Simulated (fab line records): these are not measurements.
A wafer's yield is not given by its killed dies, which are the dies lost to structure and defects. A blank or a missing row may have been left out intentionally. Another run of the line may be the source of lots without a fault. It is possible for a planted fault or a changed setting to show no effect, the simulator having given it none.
What tool caused it? | flow sky130 | 39 wafers from 13 lots sampled at 5 of the route's 708 steps

## WHAT THE GAUGES SHOWED, per wafer
SKY_VT_ADJUST_HVTR_CD_MEAS_07: target cd 380 nm.
lot  | measured     | on       | cdNm (nm)
L748 | day 9 10:14  | cdSem-02 | 380.7 381.8 380.8
L751 | day 10 10:59 | cdSem-01 | 374.5 377.2 376.8
L752 | day 10 15:49 | cdSem-01 | 382.8 382.3 382.1
L753 | day 10 22:58 | cdSem-01 | 379.9 379.6 380.8
L754 | day 11 09:19 | cdSem-02 | 377.3 381.6 382.0
L755 | day 11 16:23 | cdSem-02 | 381.6 379.7 380.8
L759 | day 12 21:28 | cdSem-01 | 384.6 384.4 383.9
L764 | day 14 14:28 | cdSem-02 | 379.5 379.8 380.9
L765 | day 14 21:58 | cdSem-02 | 375.3 377.6 378.9
L766 | day 14 23:17 | cdSem-01 | 375.9 377.2 375.2
L768 | day 15 16:52 | cdSem-01 | 387.3 384.9 385.5
L770 | day 16 19:59 | cdSem-02 | 377.6 377.9 375.6
L771 | day 16 21:44 | cdSem-02 | 383.5 380.0 382.5

SKY_VT_ADJUST_HVTR_TW_MEAS_11.
lot  | measured     | on           | VT_ADJUST_HVTR_TW
L748 | day 9 10:38  | filmMetro-04 | 209.2 209.2 209.8
L751 | day 10 11:22 | filmMetro-03 | 211.6 211.2 211.2
L752 | day 10 16:14 | filmMetro-04 | 208.8 208.3 208.6
L753 | day 10 23:23 | filmMetro-04 | 208.0 208.9 208.6
L754 | day 11 09:44 | filmMetro-04 | 209.4 208.9 209.6
L755 | day 11 16:46 | filmMetro-04 | 208.5 209.1 210.5
L759 | day 12 21:53 | filmMetro-02 | 209.6 209.4 210.5
L764 | day 14 14:50 | filmMetro-04 | 155.4 155.9 155.9
L765 | day 14 22:23 | filmMetro-04 | 208.7 208.0 209.0
L766 | day 14 23:40 | filmMetro-03 | 158.0 159.3 158.9
L768 | day 15 17:17 | filmMetro-04 | 208.5 208.4 209.5
L770 | day 16 20:23 | filmMetro-03 | 211.2 212.3 211.0
L771 | day 16 22:07 | filmMetro-03 | 212.5 211.7 211.7

SKY_SONOS_ONO_CD_MEAS_13: target cd 410 nm.
lot  | measured     | on       | cdNm (nm)
L748 | day 12 14:07 | cdSem-01 | 405.3 409.2 407.0
L751 | day 13 19:46 | cdSem-01 | 409.1 409.1 405.5
L752 | day 14 02:10 | cdSem-01 | 405.2 407.1 408.7
L753 | day 14 06:37 | cdSem-02 | 410.9 411.7 412.7
L754 | day 14 21:14 | cdSem-02 | 408.1 410.6 411.5
L755 | day 15 05:20 | cdSem-02 | 409.6 410.0 405.3
L759 | day 16 12:01 | cdSem-01 | 412.6 409.2 410.3
L764 | day 18 13:52 | cdSem-02 | 412.6 411.0 413.0
L765 | day 18 17:47 | cdSem-02 | 408.2 408.3 409.9
L766 | day 18 20:35 | cdSem-01 | 409.9 412.1 411.6
L768 | day 20 02:08 | cdSem-01 | 410.2 412.0 412.1
L770 | day 20 18:15 | cdSem-02 | 410.4 412.1 412.7
L771 | day 21 02:55 | cdSem-02 | 409.8 409.0 410.8

## WHAT TOOL EACH LOT RAN ON (gives the tool, then ch and the chambers of the sampled wafers, and finally the start)
lot  | SKY_NWELL_RTA_28                | SKY_VT_ADJUST_HVTR_IMPLANT_09
L748 | rtpAnneal-02 ch 0, day 5 06:40  | implanter-04 ch 0, day 9 10:23
L751 | rtpAnneal-01 ch 0, day 6 03:06  | implanter-04 ch 0, day 10 11:10
L752 | rtpAnneal-02 ch 0, day 6 07:57  | implanter-04 ch 0, day 10 15:59
L753 | rtpAnneal-01 ch 0, day 6 14:54  | implanter-03 ch 0, day 10 23:08
L754 | rtpAnneal-02 ch 0, day 6 21:10  | implanter-04 ch 0, day 11 09:29
L755 | rtpAnneal-01 ch 0, day 7 04:16  | implanter-02 ch 0, day 11 16:32
L759 | rtpAnneal-01 ch 0, day 8 00:53  | implanter-03 ch 0, day 12 21:38
L764 | rtpAnneal-02 ch 0, day 9 11:44  | implanter-03 ch 0, day 14 14:38
L765 | rtpAnneal-02 ch 0, day 9 18:04  | implanter-02 ch 0, day 14 22:08
L766 | rtpAnneal-01 ch 0, day 9 18:44  | implanter-03 ch 0, day 14 23:26
L768 | rtpAnneal-01 ch 0, day 10 09:32 | implanter-04 ch 0, day 15 17:02
L770 | rtpAnneal-01 ch 0, day 11 07:28 | implanter-02 ch 0, day 16 20:09
L771 | rtpAnneal-02 ch 0, day 11 08:14 | implanter-04 ch 0, day 16 21:53
- SKY_NWELL_RTA_28: time 30 s.
- SKY_VT_ADJUST_HVTR_IMPLANT_09

## AS READ BY THE TOOLS THEMSELVES (means over the sampled wafers that have a number; for cases with no such wafer, the mark the record gives instead)
SKY_NWELL_RTA_28.
lot  | tool         | chamberO2Ppm | lampPowerPct (%) | wafer_temp_C_max
L748 | rtpAnneal-02 | 2.002        | 25.30            | 1053.6
L751 | rtpAnneal-01 | 1.993        | 25.27            | 1055.2
L752 | rtpAnneal-02 | 2.025        | 25.31            | 1055.0
L753 | rtpAnneal-01 | 2.010        | 25.29            | 1055.1
L754 | rtpAnneal-02 | 1.994        | 25.34            | 1055.1
L755 | rtpAnneal-01 | 1.987        | 25.29            | 1054.8
L759 | rtpAnneal-01 | 1.986        | 25.25            | 1054.5
L764 | rtpAnneal-02 | 2.021        | 25.23            | 1055.7
L765 | rtpAnneal-02 | 2.020        | 25.29            | 1054.4
L766 | rtpAnneal-01 | 1.997        | 25.29            | 1056.1
L768 | rtpAnneal-01 | 1.971        | 25.29            | 1055.9
L770 | rtpAnneal-01 | 1.987        | 25.30            | 1054.7
L771 | rtpAnneal-02 | 1.972        | 25.23            | 1055.3

SKY_VT_ADJUST_HVTR_IMPLANT_09.
lot  | tool         | doseIonsCm2 | faradayCurrentUA
L748 | implanter-04 | 2.1004e+12  | 11.75
L751 | implanter-04 | 2.0989e+12  | 11.95
L752 | implanter-04 | 2.1022e+12  | 11.92
L753 | implanter-03 | 2.0992e+12  | 11.80
L754 | implanter-04 | 2.1006e+12  | 11.88
L755 | implanter-02 | 2.1021e+12  | 12.00
L759 | implanter-03 | 2.1028e+12  | 12.05
L764 | implanter-03 | 7.3887e+11  | 4.15
L765 | implanter-02 | 2.0989e+12  | 12.06
L766 | implanter-03 | 7.3740e+11  | 4.20
L768 | implanter-04 | 2.1025e+12  | 11.69
L770 | implanter-02 | 2.0999e+12  | 11.95
L771 | implanter-04 | 2.1027e+12  | 11.75

## THE ANSWER, worked out from the rows above alone
Rule: the lots themselves supply what counts as usual. Put in order of their means at a reading, lots are off if they are a third of the lots or fewer, leave a main group of 4 or more, and stand apart from it by a gap of 3 or more times the standard deviation of the main group's means; of several such gaps the widest counts. A main group is skipped when, at the precision printed for the reading in the tables above, its means are all equal. A lot without any number at a reading at which 4 lots or more have one is off too. All remaining lots with rows at the step are treated as sound. Order of review: gauges by route order, followed by the tools' own readings, for which a lot's mean as printed above is used. The first step at which some lot is off is used, and at that step the reading that is off furthest; a lot without a number counts as furthest.
Off: at SKY_VT_ADJUST_HVTR_TW_MEAS_11 (VT_ADJUST_HVTR_TW), L764, L766. Main group: mean 209.7, sd 1.2.
A tool fits if, at a process step before that reading, it ran every lot that is off, and no sound lot after the first of them. Not tried: the gauges at SKY_VT_ADJUST_HVTR_TW_MEAS_11; whatever is off there is also off at SKY_VT_ADJUST_HVTR_IMPLANT_09, on other tools, and gauge error can't account for it. One fits: implanter-03 at SKY_VT_ADJUST_HVTR_IMPLANT_09. A fault onset in the window from L759 (day 12 21:38, its last sound lot) to L764 (day 14 14:38, its first lot off) fits.
The tool's own readings at SKY_VT_ADJUST_HVTR_IMPLANT_09 bear it out: on the lots that are off they differ by more than 5 times the standard deviation of the sound lots' means. doseIonsCm2 reads 7.3814e+11 there against 2.1009e+12 on the sound lots; faradayCurrentUA reads 4.18 there against 11.89 on the sound lots.

## WHAT HAD BEEN PUT IN BY THE SIMULATOR
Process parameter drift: implanter-03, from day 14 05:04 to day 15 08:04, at SKY_VT_ADJUST_HVTR_IMPLANT_09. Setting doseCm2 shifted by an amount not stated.
Lots struck among those shown: L764, L766. The rule given above showed the same thing.
